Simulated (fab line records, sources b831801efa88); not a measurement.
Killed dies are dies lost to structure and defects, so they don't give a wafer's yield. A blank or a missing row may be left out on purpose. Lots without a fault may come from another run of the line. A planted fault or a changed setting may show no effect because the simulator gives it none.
fab line records | flow gf180mcu | part 2 of 2: steps 27 to 36 of 36
record lots=5 wafers=15 last_day=33
route steps=602 shown LVPWELL@65 MVSD@66 MVPSD@78 VT_IMPLANT@90
lots that met no fault: from a run of the same line without faults
start_h: hours from the record's first day to the start of the lot's first wafer shown | wait_h: hours since the lot's step before | " the same as in the row above | L1.1+2: a row that stands for several wafers | - no value, or no start given | * or withheld: withheld | < > ~ a bound
route shown NAME@n: a module of which the file shows steps, and the number in the route of the first | usual: mean/standard deviation of fault-free wafers | same: alike in all rows | chamber/n: place in a boat | sites: the reading at each site | _std_site: their standard deviation | _edge_site: outer sites' mean less inner sites' | radius_mm: how far each site lies from the wafer's centre | mask NAME#n: copy n | behind: the tool/chamber that last shaped the wafer | hold: why the lot was held/for how many hours/how that ended | device: the transistor (n, p or np) that didn't switch | end of line: the same wafers' tests at the end of the route | a step without rows: its recipe alone | killed: dies lost to structure and defects at the first sort, not the wafer's yield | map: a wafer's dies, x killed, . not, _ none there
set.NAME: the setting as run; set.NAME@STEP: as run at that earlier step | model.NAME: the simulator's own value behind a step, which no gauge read
lots at some steps of the route; a table a step, a row a wafer
services: from which hour (start_h, from the record's first day; less than 0 if before it) a tool's chamber was out of use, for how many hours, and why
## steps
# step GF_VT_IMPLANT_HMDS_01
# recipe prime_time_s=60 prime_temp_c=120
# usual exhaust_pa=45.0/0.9
# same prime_time_s=60
# columns lot.wafer tool chamber start_h wait_h exhaust_pa
L081.3 litho_track-03 0 145.84 0.1 44.1
L081.4 " 0 " " 44.0
L081.5 " 0 " " 46.0
L086.2 litho_track-03 0 175.52 0.1 43.7
L086.4 " 0 " " 44.9
L086.5 " 0 " " 43.4
L089.1 litho_track-03 0 192.64 0.1 44.9
L089.2 " 0 " " 45.0
L089.6 " 0 " " 44.5
L090.4 litho_track-03 0 198.72 0.1 42.9
L090.5 " 0 " " 44.2
L090.6 " 0 " " 44.5
L092.1 litho_track-03 0 213.04 0.1 43.1
L092.2 " 0 " " 43.5
L092.6 " 0 " " 42.7
# step GF_VT_IMPLANT_COAT_02
# recipe resist=NOVOLAK spin_rpm=3000 resist_thk_nm=1000
# usual exhaust_pa=45.0/0.99 spin_speed_rpm=3000.2/2.2
# columns lot.wafer tool chamber start_h wait_h exhaust_pa spin_speed_rpm
L081.3 litho_track-03 0 145.99 0.1 44.5 3004.9
L081.4 " 0 " " 44.9 2996.8
L081.5 " 0 " " 45.1 3000.6
L086.2 litho_track-03 0 175.67 0.1 44.5 2997.0
L086.4 " 0 " " 44.8 2999.7
L086.5 " 0 " " 46.0 2999.7
L089.1 litho_track-03 0 192.79 0.1 43.7 2999.7
L089.2 " 0 " " 44.5 3003.0
L089.6 " 0 " " 44.4 2999.9
L090.4 litho_track-03 0 198.87 0.1 43.9 3002.8
L090.5 " 0 " " 44.8 3003.9
L090.6 " 0 " " 44.2 3000.7
L092.1 litho_track-03 0 213.19 0.1 44.4 3000.2
L092.2 " 0 " " 45.8 3003.1
L092.6 " 0 " " 44.8 2998.4
# step GF_VT_IMPLANT_SOFTBAKE_03
# recipe temp_c=90 time_s=60 resist=NOVOLAK
# usual exhaust_pa=45.0/0.91
# columns lot.wafer tool chamber start_h wait_h exhaust_pa
L081.3 litho_track-03 0 146.14 0.1 45.6
L081.4 " 0 " " 45.4
L081.5 " 0 " " 46.5
L086.2 litho_track-03 0 175.82 0.1 45.3
L086.4 " 0 " " 44.9
L086.5 " 0 " " 45.1
L089.1 litho_track-03 0 192.94 0.1 45.7
L089.2 " 0 " " 46.2
L089.6 " 0 " " 46.2
L090.4 litho_track-03 0 199.02 0.1 45.9
L090.5 " 0 " " 44.5
L090.6 " 0 " " 44.8
L092.1 litho_track-03 0 213.34 0.1 44.9
L092.2 " 0 " " 45.2
L092.6 " 0 " " 44.5
# step GF_VT_IMPLANT_EXPOSE_04
# recipe mask_id=LVPWELL_LV_AREA target_cd_nm=600 na=0.6 source_shape=conventional sigma_outer=0.6 dose_mj=140
# columns lot.wafer tool chamber start_h wait_h mask
L081.3+4+5 iline_stepper-01 0 - - LVPWELL_LV_AREA#0
L086.2+4+5 iline_stepper-02 0 - - LVPWELL_LV_AREA#0
L089.1+2+6 iline_stepper-01 0 - - LVPWELL_LV_AREA#0
L090.4+5+6 iline_stepper-02 0 - - LVPWELL_LV_AREA#0
L092.1+2+6 iline_stepper-02 0 - - LVPWELL_LV_AREA#0
# step GF_VT_IMPLANT_PEB_05
# recipe temp_c=withheld time_s=* resist=NOVOLAK
# usual exhaust_pa=44.8/0.97
# columns lot.wafer tool chamber start_h wait_h exhaust_pa
L081.3 litho_track-04 0 - - 44.3
L081.4 " 0 " " 45.0
L081.5 " 0 " " 44.6
L086.2 litho_track-02 0 - - 46.3
L086.4 " 0 " " 46.4
L086.5 " 0 " " 45.2
L089.1 litho_track-03 0 - - 46.1
L089.2 " 0 " " 45.0
L089.6 " 0 " " 45.8
L090.4 litho_track-04 0 - - 45.9
L090.5 " 0 " " 45.9
L090.6 " 0 " " 45.4
L092.1 litho_track-02 0 - - 46.4
L092.2 " 0 " " 44.6
L092.6 " 0 " " 44.8
# step GF_VT_IMPLANT_DEVELOP_06
# recipe develop_time_s=60 dev_temp_c=23
# usual exhaust_pa=45.0/0.89
# columns lot.wafer tool chamber start_h wait_h exhaust_pa
L081.3 litho_track-04 0 153.76 0.1 45.6
L081.4 " 0 " " 45.9
L081.5 " 0 " " 45.1
L086.2 litho_track-02 0 183.56 0.1 44.5
L086.4 " 0 " " 45.0
L086.5 " 0 " " 45.0
L089.1 litho_track-03 0 200.89 0.1 45.2
L089.2 " 0 " " 45.3
L089.6 " 0 " " 45.3
L090.4 litho_track-04 0 207.68 0.1 43.8
L090.5 " 0 " " 43.6
L090.6 " 0 " " 43.7
L092.1 litho_track-02 0 221.74 0.1 45.2
L092.2 " 0 " " 45.6
L092.6 " 0 " " 48.0
# step GF_VT_IMPLANT_OVL_MEAS_07
# usual VT_IMPLANT_OVL=0.0/1.4
# columns lot.wafer tool chamber start_h wait_h VT_IMPLANT_OVL[nm]
L081.3 overlay-01 - 153.87 0.1 0.9
L081.4 " - " " 3.3
L081.5 " - " " 1.3
L086.2 overlay-02 - 183.69 0.1 -1.5
L086.4 " - " " 0.5
L086.5 " - " " 0.9
L089.1 overlay-02 - 201.04 0.1 -0.8
L089.2 " - " " 0.8
L089.6 " - " " 1.2
L090.4 overlay-01 - 207.78 0.1 0.3
L090.5 " - " " 1.2
L090.6 " - " " -0.3
L092.1 overlay-02 - 221.89 0.1 0.7
L092.2 " - " " -0.7
L092.6 " - " " 0.9
# step GF_VT_IMPLANT_IMPLANT_08
# recipe species=BF2 energy_kev=20 dose_cm2=8.29e+12 tilt_deg=7
# usual faraday_current_uA=46.7/0.87
# columns lot.wafer tool chamber start_h wait_h faraday_current_uA
L081.3 implanter-02 0 153.95 0.1 45.4
L081.4 " 0 " " 47.2
L081.5 " 0 " " 47.0
L086.2 implanter-04 0 183.75 0.0 46.3
L086.4 " 0 " " 47.9
L086.5 " 0 " " 46.7
L089.1 implanter-01 0 201.08 0.0 45.7
L089.2 " 0 " " 46.6
L089.6 " 0 " " 47.8
L090.4 implanter-04 0 207.87 0.1 45.9
L090.5 " 0 " " 47.6
L090.6 " 0 " " 47.2
L092.1 implanter-02 0 221.92 0.0 47.6
L092.2 " 0 " " 47.3
L092.6 " 0 " " 47.1
# step GF_VT_IMPLANT_STRIP_09
# recipe chemistry=O2/N2 power_w=1400 pressure_mtorr=1500 platen_temp_c=250 o2_flow_sccm=3000 n2_flow_sccm=300 overash_fraction=0.5
# usual drypump_motor_current_A=5.73/0.24 heater_power_w=334/19 oes_product_au=0.716/0.0043 strip_time_to_endpoint_s=12.62/0.033
# columns lot.wafer tool chamber start_h wait_h drypump_motor_current_A heater_power_w oes_product_au rf_hours_counter_h strip_time_to_endpoint_s
L081.3 plasma_asher-04 1 154.08 0.1 5.65 327 0.721 - 12.66
L081.4 " 0 " " 5.94 328 0.718 - 12.66
L081.5 " 0 " " 5.96 329 0.721 - 12.65
L086.2 plasma_asher-02 1 183.87 0.1 5.26 309 0.720 53 12.57
L086.4 " 1 " " 5.27 301 0.719 - 12.57
L086.5 " 0 " " 5.55 337 0.720 - 12.55
L089.1 plasma_asher-03 1 201.23 0.1 5.90 343 0.721 43 12.64
L089.2 " 0 " " 5.92 352 0.706 43 12.67
L089.6 " 1 " " 5.91 337 0.720 - 12.65
L090.4 plasma_asher-04 1 207.98 0.1 5.65 332 0.710 - 12.63
L090.5 " 1 " " 5.63 323 0.721 - 12.59
L090.6 " 0 " " 5.99 327 0.709 - 12.62
L092.1 plasma_asher-03 0 222.07 0.1 5.93 367 0.714 45 12.61
L092.2 " 1 " " 5.90 344 0.711 45 12.64
L092.6 " 1 " " 5.90 338 0.715 - 12.56
# step GF_VT_IMPLANT_TW_MEAS_10
# usual VT_IMPLANT_TW=559/3.6
# columns lot.wafer tool chamber start_h wait_h VT_IMPLANT_TW
L081.3 film_metro-03 - 154.17 0.1 552
L081.4 " - " " 554
L081.5 " - " " 549
L086.2 film_metro-01 - 183.98 0.1 559
L086.4 " - " " 563
L086.5 " - " " 560
L089.1 film_metro-03 - 201.33 0.1 555
L089.2 " - " " 559
L089.6 " - " " 556
L090.4 film_metro-03 - 208.07 0.1 557
L090.5 " - " " 557
L090.6 " - " " 555
L092.1 film_metro-03 - 222.17 0.1 556
L092.2 " - " " 555
L092.6 " - " " 554
## services
# columns tool chamber start_h hours kind
implanter-03 - 94.30 2.0 repair
iline_stepper-02 - 96.23 2.1 pm
implanter-01 - 98.20 1.0 repair
iline_stepper-02 - 98.31 - consumable_replace:lamp
plasma_asher-03 - 102.67 1.2 repair
plasma_asher-04 - 108.75 9.0 pm
plasma_asher-04 0 108.75 9.0 vent_cycle
plasma_asher-04 1 108.75 9.0 vent_cycle
plasma_asher-04 0 117.75 - clean
plasma_asher-04 1 117.75 - clean
iline_stepper-01 - 119.30 1.7 pm
implanter-02 - 128.30 3.7 pm
implanter-03 - 129.93 6.2 repair
iline_stepper-01 0 152.25 - calibration
implanter-01 - 157.77 15.3 pm
iline_stepper-02 - 160.63 1.7 pm
litho_track-01 - 162.06 - consumable_replace:filter
implanter-01 - 173.08 5.1 pm
implanter-04 - 190.81 4.1 pm
iline_stepper-02 0 201.71 - calibration
implanter-01 - 211.43 1.3 repair
